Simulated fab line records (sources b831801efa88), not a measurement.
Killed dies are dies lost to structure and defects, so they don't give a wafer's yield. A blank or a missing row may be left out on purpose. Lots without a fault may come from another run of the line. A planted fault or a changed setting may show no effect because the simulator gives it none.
A sampling plan put to the test ; flow sky130 ; one fab line, 44 faults that these records tell of, each judged on the records of the lots that it struck
The line's own looks make up the plan; these are the steps of the route where a gauge or inspection reads the wafer and leaves it unchanged. Where struck wafers have a number at a look and the file lists that look's usual mean and standard deviation on fault-free wafers, the look can be judged. Caught: at a look after the fault's first step, the mean of the struck wafers lies 4 or more of those standard deviations (sigma) from the usual mean. On the tool: the identical test, applied to the tool's own readings at the steps of the fault. Another recipe on the struck wafers, or a record that is blank for them alone, also counts as caught.

THE FAULTS, as the simulator had put them in
1. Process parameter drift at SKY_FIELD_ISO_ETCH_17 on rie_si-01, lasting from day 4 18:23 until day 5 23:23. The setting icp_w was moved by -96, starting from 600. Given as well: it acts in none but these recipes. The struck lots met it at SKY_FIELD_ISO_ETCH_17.
2. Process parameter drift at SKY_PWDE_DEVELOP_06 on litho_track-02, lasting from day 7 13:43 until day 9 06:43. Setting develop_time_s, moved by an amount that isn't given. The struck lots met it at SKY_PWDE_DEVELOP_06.
3. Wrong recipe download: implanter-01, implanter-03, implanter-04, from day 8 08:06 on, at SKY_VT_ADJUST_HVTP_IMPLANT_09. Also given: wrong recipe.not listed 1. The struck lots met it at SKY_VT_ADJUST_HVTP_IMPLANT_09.
4. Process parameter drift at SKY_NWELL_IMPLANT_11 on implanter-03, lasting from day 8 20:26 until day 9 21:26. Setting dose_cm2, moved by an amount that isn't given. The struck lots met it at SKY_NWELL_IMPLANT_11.
5. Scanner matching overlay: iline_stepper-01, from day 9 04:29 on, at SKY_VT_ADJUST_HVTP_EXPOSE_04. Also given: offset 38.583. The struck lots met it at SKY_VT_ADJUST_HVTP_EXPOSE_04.
6. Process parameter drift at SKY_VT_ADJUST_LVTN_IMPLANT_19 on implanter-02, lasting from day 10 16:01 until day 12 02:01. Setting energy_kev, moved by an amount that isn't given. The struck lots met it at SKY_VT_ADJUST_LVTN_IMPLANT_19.
7. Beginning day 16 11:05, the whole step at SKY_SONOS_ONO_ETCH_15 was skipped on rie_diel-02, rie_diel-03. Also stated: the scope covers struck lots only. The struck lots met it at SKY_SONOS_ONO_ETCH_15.
8. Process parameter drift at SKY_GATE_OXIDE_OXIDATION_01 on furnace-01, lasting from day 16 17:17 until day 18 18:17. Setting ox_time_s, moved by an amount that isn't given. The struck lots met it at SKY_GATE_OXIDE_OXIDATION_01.
9. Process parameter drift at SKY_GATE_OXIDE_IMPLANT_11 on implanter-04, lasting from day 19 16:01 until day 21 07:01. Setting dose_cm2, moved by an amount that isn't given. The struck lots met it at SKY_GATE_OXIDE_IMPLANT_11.
10. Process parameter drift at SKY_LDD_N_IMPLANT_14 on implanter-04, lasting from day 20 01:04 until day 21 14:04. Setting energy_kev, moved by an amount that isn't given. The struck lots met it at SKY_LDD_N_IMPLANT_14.
11. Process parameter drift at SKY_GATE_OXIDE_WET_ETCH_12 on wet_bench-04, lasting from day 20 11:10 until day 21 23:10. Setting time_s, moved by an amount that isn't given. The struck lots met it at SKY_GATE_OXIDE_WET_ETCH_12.
12. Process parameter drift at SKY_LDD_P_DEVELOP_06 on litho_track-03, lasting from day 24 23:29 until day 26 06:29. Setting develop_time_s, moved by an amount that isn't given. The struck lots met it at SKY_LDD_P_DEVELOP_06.
13. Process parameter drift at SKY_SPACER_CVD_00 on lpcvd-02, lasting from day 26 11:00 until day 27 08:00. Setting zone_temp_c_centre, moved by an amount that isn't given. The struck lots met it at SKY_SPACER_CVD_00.
14. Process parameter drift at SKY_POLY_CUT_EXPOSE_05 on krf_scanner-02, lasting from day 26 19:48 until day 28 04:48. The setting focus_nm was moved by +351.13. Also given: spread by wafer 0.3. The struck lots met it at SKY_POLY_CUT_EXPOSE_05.
15. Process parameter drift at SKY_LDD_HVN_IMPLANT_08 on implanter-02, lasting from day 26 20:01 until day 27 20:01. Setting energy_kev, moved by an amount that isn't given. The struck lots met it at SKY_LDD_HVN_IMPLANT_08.
16. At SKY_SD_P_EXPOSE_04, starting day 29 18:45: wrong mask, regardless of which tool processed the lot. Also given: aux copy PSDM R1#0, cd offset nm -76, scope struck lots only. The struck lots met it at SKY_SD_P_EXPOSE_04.
17. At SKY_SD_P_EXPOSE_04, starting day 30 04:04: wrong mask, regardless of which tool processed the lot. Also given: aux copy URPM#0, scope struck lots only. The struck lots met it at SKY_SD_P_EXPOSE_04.
18. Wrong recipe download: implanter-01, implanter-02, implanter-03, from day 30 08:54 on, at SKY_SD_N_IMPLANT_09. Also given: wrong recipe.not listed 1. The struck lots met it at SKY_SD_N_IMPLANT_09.
19. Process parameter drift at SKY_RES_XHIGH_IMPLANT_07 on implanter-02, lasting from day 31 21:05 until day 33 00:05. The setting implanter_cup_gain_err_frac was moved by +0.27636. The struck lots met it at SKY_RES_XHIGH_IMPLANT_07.
20. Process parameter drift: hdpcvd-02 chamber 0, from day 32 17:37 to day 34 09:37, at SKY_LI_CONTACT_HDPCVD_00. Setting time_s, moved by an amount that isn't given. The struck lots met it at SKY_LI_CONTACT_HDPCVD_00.
21. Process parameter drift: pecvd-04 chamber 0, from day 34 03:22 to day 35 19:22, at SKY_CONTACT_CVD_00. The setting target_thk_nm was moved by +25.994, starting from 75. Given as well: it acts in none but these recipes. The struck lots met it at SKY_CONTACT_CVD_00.
22. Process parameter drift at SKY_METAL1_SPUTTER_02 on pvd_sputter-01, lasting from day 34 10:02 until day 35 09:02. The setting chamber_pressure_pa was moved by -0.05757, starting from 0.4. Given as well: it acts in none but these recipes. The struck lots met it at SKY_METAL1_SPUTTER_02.
23. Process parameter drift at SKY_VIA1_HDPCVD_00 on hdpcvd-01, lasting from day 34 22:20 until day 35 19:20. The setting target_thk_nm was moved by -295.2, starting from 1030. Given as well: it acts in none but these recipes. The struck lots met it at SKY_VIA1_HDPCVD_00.
24. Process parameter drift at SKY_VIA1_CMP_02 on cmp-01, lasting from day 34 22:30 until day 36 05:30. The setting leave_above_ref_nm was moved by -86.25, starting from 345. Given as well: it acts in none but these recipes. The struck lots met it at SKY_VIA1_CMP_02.
25. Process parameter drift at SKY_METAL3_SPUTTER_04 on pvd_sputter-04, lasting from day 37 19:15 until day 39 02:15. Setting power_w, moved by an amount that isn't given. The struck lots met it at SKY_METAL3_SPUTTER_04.
26. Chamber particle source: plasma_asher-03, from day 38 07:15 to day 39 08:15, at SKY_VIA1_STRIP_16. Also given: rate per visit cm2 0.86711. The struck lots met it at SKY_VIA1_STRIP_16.
27. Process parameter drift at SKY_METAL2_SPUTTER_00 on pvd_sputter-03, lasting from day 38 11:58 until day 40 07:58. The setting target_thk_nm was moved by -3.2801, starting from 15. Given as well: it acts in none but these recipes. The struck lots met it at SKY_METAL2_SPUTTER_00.
28. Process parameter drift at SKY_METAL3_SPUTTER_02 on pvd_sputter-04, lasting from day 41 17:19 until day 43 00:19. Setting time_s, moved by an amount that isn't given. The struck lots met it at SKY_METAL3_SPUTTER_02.
29. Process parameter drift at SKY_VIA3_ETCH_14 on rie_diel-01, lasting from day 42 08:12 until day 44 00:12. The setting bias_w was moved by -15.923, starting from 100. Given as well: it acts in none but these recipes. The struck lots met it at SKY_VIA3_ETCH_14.
30. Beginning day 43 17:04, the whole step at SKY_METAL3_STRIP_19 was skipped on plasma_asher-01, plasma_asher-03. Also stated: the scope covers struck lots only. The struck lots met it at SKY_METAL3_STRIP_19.
31. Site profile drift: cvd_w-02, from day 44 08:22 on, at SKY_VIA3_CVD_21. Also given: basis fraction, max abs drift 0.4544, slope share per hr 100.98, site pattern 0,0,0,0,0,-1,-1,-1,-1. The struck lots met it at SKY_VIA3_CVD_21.
32. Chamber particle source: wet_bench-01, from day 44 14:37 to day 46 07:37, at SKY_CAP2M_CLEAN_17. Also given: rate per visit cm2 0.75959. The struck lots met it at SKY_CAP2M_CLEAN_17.
33. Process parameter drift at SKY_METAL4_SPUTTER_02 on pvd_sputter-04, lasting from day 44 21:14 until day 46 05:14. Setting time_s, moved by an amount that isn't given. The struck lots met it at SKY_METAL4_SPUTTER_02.
34. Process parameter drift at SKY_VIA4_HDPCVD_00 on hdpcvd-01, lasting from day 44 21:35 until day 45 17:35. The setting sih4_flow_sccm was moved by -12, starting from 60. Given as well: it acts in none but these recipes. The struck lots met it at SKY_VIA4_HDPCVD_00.
35. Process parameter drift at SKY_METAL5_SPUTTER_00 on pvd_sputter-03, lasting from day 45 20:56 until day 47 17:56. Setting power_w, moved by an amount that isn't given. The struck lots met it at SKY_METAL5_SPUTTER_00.
36. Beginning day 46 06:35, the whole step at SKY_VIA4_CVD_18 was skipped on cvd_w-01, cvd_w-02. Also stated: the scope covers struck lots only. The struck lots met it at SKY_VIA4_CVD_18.
37. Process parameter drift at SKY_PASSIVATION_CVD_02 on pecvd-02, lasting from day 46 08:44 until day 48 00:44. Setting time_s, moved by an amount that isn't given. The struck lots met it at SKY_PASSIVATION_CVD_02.
38. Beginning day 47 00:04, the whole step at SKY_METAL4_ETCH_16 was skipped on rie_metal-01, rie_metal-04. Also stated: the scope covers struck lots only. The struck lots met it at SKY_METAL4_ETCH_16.
39. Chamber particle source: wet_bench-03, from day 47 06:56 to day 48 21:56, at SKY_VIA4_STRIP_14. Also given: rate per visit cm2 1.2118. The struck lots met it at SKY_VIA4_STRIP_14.
40. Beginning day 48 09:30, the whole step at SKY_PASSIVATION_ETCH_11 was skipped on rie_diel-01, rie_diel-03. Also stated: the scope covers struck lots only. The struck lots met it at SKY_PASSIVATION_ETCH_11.
41. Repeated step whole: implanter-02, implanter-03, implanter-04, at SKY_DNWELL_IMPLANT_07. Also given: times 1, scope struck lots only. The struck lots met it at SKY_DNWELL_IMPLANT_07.
42. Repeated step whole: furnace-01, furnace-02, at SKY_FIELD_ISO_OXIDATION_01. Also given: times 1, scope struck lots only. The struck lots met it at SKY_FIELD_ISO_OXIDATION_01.
43. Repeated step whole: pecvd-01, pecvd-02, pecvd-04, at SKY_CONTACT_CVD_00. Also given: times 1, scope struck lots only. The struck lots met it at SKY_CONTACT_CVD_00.
44. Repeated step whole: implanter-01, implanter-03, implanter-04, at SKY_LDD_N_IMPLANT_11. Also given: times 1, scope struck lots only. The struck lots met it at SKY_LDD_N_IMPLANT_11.

WHAT THE PLAN SAW
fault;on the tool itself;first look that catches it;reading, sigma;median hours from its first step to that look;hours from the fault's start to the first struck lot there;judged looks passed uncaught
1;rf_fwd_power_W -41 sigma;no look after it can be judged;-;-;-;0
2;no reading that can be judged;no look after it can be judged;-;-;-;0
3;under 2 sigma;SKY_VT_ADJUST_HVTP_TW_MEAS_11;VT_ADJUST_HVTP_TW -57;0.2;2;0
4;dose_ions_cm2 +45 sigma;SKY_NWELL_RS_MEAS_29;NWELL_RS -12;24.5;30;0
5;no reading that can be judged;SKY_VT_ADJUST_HVTP_OVL_MEAS_08;VT_ADJUST_HVTP_OVL +29;10.7;15;0
6;beam_energy_keV +67 sigma;no look after it can be judged;-;-;-;0
7;the tool's record is blank for the struck wafers;no look after it can be judged;-;-;-;0
8;under 2 sigma;SKY_GATE_OXIDE_THK_MEAS_02;GATE_OXIDE_OXIDATION_00_THK -15;1.4;8;0
9;dose_ions_cm2 -99 or beyond sigma;SKY_GATE_OXIDE_TW_MEAS_14;GATE_OXIDE_TW -17;0.4;20;0
10;beam_energy_keV -99 or beyond sigma;no look after it can be judged;-;-;-;0
11;run_length_s -50 sigma;no look after it can be judged;-;-;-;0
12;no reading that can be judged;SKY_LDD_P_CD_MEAS_07;cd_nm +7.3;0.2;12;0
13;spike_tc_centre_C +20 sigma;SKY_SPACER_THK_MEAS_01;SPACER_CVD_00_THK +8.6;1.5;4;0
14;exposure_dose_mJ_cm2 +11 sigma;SKY_POLY_CUT_CD_MEAS_08;cd_nm -6.7;13.8;36;0
15;beam_energy_keV +99 or beyond sigma;SKY_LDD_HVN_TW_MEAS_10;LDD_HVN_TW +5.3;0.2;3;0
16;under 2 sigma;SKY_SD_P_CD_MEAS_07;cd_nm -30;13.3;21;0
17;no reading that can be judged;SKY_SD_P_TW_MEAS_11;SD_P_TW -99 or beyond;13.4;15;0
18;under 2 sigma;SKY_SD_N_TW_MEAS_12;SD_N_TW -9.0;0.4;2;0
19;faraday_current_uA +6.4 sigma;SKY_RES_XHIGH_TW_MEAS_09;RES_XHIGH_TW -9.4;0.2;23;0
20;run_length_s +15 sigma;SKY_LI_CONTACT_THK_MEAS_01;LI_CONTACT_HDPCVD_THK +8.9;0.1;8;0
21;under 2 sigma;SKY_CONTACT_THK_MEAS_01;CONTACT_CVD_00_THK +29;0.0;8;0
22;chamber_pressure_pa -68 sigma;SKY_METAL1_RS_MEAS_05;METAL1_ALCU_RS -5.0;0.1;8;0
23;no reading that can be judged;SKY_VIA1_THK_MEAS_01;VIA1_HDPCVD_THK -30;0.1;6;0
24;under 2 sigma;no look after it can be judged;-;-;-;0
25;cathode_dc_power_W -99 or beyond sigma;no look after it can be judged;-;-;-;0
26;under 2 sigma;none of the 3 looks that can be judged after it;-;-;-;3
27;under 2 sigma;none of the 7 looks that can be judged after it;-;-;-;7
28;under 2 sigma;no look after it can be judged;-;-;-;0
29;bias_w -48 sigma;no look after it can be judged;-;-;-;0
30;no reading that can be judged;no look after it can be judged;-;-;-;0
31;under 2 sigma;SKY_VIA3_RS_MEAS_22;VIA3_W_RS +36;0.1;7;0
32;no reading that can be judged;not the one look that can be judged after it;-;-;-;1
33;under 2 sigma;none of the 2 looks that can be judged after it;-;-;-;2
34;sih4_flow_sccm -66 sigma;SKY_VIA4_THK_MEAS_01;VIA4_HDPCVD_THK -21;0.2;5;0
35;cathode_dc_power_W -99 or beyond sigma;no look after it can be judged;-;-;-;0
36;the tool's record is blank for the struck wafers;SKY_VIA4_RS_MEAS_19;VIA4_W_RS +99 or beyond;0.2;4;0
37;under 2 sigma;SKY_PASSIVATION_THK_MEAS_03;PASSIVATION_CVD_02_THK +8.7;0.3;6;0
38;the tool's record is blank for the struck wafers;no look after it can be judged;-;-;-;0
39;under 2 sigma;no look after it can be judged;-;-;-;0
40;the tool's record is blank for the struck wafers;no look after it can be judged;-;-;-;0
41;no reading that can be judged;SKY_DNWELL_TW_MEAS_09;DNWELL_TW +31;0.6;-;0
42;no reading that can be judged;SKY_FIELD_ISO_THK_MEAS_02;FIELD_ISO_OXIDATION_00_THK +33;4.4;-;0
43;under 2 sigma;SKY_CONTACT_THK_MEAS_01;CONTACT_CVD_00_THK +85;0.2;-;0
44;under 2 sigma;SKY_LDD_N_TW_MEAS_17;LDD_N_TW +6.2;1.2;-;0
Dash: fault not caught, or number not given in these records.

Caught at a look: 25 of 44. Caught on the tool: 20 of 44. By one or the other: 35 of 44.
Faults caught by the tool alone: 1, 6, 7, 10, 11, 25, 29, 35, 38, 40.
Caught at a look alone: faults 3, 5, 8, 12, 16, 17, 18, 21, 23, 31, 37, 41, 42, 43, 44.
Caught by neither: faults 2, 24, 26, 27, 28, 30, 32, 33, 39.

THINNER SAMPLING
Were the look that catches a fault to measure just every second or every third lot (counted by lot number), the first struck lot would, at worst, be measured this late:
fault;struck lots at that look, in order of time;every lot;every second lot;every third lot
3;L768, L769, L770, L771;2 h;8 h;12 h
4;L426, L429;30 h;47 h;may miss all 2
5;L955, L956, L960, L959;15 h;19 h;43 h
8;L622, L625;8 h;47 h;may miss all 2
9;L681, L683;20 h;may miss all 2;may miss all 2
12;L942, L946;12 h;may miss all 2;may miss all 2
13;L701, L702;4 h;15 h;may miss all 2
14;L168, L169;36 h;43 h;may miss all 2
15;L990, L989;3 h;6 h;may miss all 2
16;L597;21 h;may miss it;may miss it
17;L718;15 h;may miss it;may miss it
18;L563, L564, L565, L566;2 h;11 h;19 h
19;L962, L964;23 h;may miss all 2;may miss all 2
20;L543, L545;8 h;may miss all 2;may miss all 2
21;L719, L721;8 h;may miss all 2;may miss all 2
22;L780, L781;8 h;14 h;may miss all 2
23;L378, L379, L380;6 h;8 h;17 h
31;L677, L680, L683;7 h;15 h;may miss all 3
34;L818, L819, L820;5 h;8 h;15 h
36;L466, L467, L468;4 h;16 h;22 h
37;L177, L179;6 h;may miss all 2;may miss all 2
The hour figures run from when the fault began to the first measured lot among those it struck. Since the struck wafers were tested as one group against 4 sigma, a single lot by itself may lie under the limit. Other struck lots may not be in these records.

THE LONGEST TIMED WAY FROM STEP TO LOOK
Fault 4: median gap of 24.5 hours between SKY_NWELL_IMPLANT_11 and SKY_NWELL_RS_MEAS_29. No look between them can be judged.
